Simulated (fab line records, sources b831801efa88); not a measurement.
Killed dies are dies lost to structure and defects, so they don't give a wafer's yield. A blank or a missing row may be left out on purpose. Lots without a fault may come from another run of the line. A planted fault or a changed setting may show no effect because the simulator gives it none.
A sampling plan put to the test | flow gf180mcu | one fab line, 6 faults that these records tell of, each judged on the records of the lots that it struck
The plan is the line's own looks: the steps of the route at which a gauge or an inspection reads the wafer and doesn't change it. A look can be judged if struck wafers have a number there and the file gives its usual mean and standard deviation on fault-free wafers. Caught: at a look after the fault's first step, the mean of the struck wafers lies 4 or more of those standard deviations (sigma) from the usual mean. On the tool: the same test on the tool's own readings at the fault's steps. Another recipe on the struck wafers, or a record that is blank for them alone, also counts as caught.

THE FAULTS, as the simulator had put them in
1. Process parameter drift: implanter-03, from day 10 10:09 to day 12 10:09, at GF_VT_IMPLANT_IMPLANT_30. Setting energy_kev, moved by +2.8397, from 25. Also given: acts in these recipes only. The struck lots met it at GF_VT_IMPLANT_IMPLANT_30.
2. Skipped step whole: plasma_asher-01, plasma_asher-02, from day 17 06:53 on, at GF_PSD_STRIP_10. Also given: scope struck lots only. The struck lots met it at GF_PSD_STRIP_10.
3. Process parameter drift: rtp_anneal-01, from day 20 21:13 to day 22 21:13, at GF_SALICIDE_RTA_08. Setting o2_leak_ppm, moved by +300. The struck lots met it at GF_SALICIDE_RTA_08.
4. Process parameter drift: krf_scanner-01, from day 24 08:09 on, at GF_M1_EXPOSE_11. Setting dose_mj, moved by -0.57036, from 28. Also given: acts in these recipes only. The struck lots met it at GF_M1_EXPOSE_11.
5. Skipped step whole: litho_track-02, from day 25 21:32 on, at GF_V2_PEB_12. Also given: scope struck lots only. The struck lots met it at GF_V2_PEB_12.
6. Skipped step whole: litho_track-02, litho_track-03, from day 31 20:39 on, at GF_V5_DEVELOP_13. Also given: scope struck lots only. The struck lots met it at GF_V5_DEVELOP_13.

WHAT THE PLAN SAW
fault | on the tool itself                               | first look that catches it     | reading, sigma | median hours from its first step to that look | hours from the fault's start to the first struck lot there | judged looks passed uncaught
1     | beam_energy_keV +99 or beyond sigma              | no look after it can be judged | -              | -                                             | -                                                          | 0
2     | the tool's record is blank for the struck wafers | no look after it can be judged | -              | -                                             | -                                                          | 0
3     | chamber_o2_ppm +99 or beyond sigma               | no look after it can be judged | -              | -                                             | -                                                          | 0
4     | exposure_dose_mJ_cm2 -16 sigma                   | no look after it can be judged | -              | -                                             | -                                                          | 0
5     | the tool's record is blank for the struck wafers | no look after it can be judged | -              | -                                             | -                                                          | 0
6     | the tool's record is blank for the struck wafers | no look after it can be judged | -              | -                                             | -                                                          | 0
A dash: the fault isn't caught, or these records don't give the number.

Caught at a look: 0 of 6. Caught on the tool: 6 of 6. By one or the other: 6 of 6.
Caught on the tool alone: faults 1, 2, 3, 4, 5, 6.
